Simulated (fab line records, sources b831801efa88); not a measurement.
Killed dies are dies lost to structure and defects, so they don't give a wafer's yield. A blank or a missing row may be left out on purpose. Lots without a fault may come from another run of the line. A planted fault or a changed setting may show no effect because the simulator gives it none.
Chamber matching | flow sky130 | SKY_VIA1_CMP_02 on cmp-01: 4 sister chambers
The step polishes SiO2. 14 wafers are shown with their chamber, then 7 later ones without.

WAFERS WITH THEIR CHAMBER
wafer  | chamber | motor_current_A (A)
L925.2 | 1       | 12.8
L925.3 | 0       | 12.0
L925.4 | 3       | 12.2
L927.1 | 2       | 11.6
L927.2 | 1       | 12.9
L927.4 | 0       | 12.4
L931.1 | 0       | 12.1
L931.3 | 2       | 11.2
L931.6 | 2       | 11.5
L932.4 | 1       | 12.4
L932.5 | 3       | 12.8
L932.6 | 2       | 11.3
L935.3 | 1       | 12.0
L935.5 | 1       | 12.1

SIGNATURES (means of the wafers above)
reading         | chamber 0 | chamber 1 | chamber 2 | chamber 3 | scatter within a chamber
motor_current_A | 12.167    | 12.440    | 11.400    | 12.500    | 0.319
Rule: a wafer's distance from a chamber is the root of the sum, over the readings, of the square of ((its reading less the chamber's mean) divided by the reading's scatter). The wafer belongs to the nearest chamber; if the next one is less than 2 further off, it can't be placed. The scatter: the root of (the sum of the squares of (reading less its chamber's mean) over the shown wafers, divided by (wafers less chambers)).

WAFERS WITHOUT THEIR CHAMBER
wafer  | motor_current_A (A)
L935.6 | 11.7
L942.1 | 11.3
L942.4 | 11.7
L942.5 | 12.7
L944.1 | 12.7
L944.4 | 12.2
L944.6 | 13.3

WHICH CHAMBER EACH WENT THROUGH
wafer  | from the rows above               | in truth
L935.6 | can't be placed: 2 or 0 or 1 or 3 | 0
L942.1 | 2                                 | 2
L942.4 | can't be placed: 2 or 0 or 1 or 3 | 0
L942.5 | can't be placed: 3 or 1 or 0      | 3
L944.1 | can't be placed: 3 or 1 or 0      | 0
L944.4 | can't be placed: 0 or 1 or 3      | 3
L944.6 | can't be placed: 3 or 1 or 0      | 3
Placed correctly: 1 of 7. Can't be placed from these rows: 6 (the true chamber is among the candidates in 6). Placed wrongly: 0.
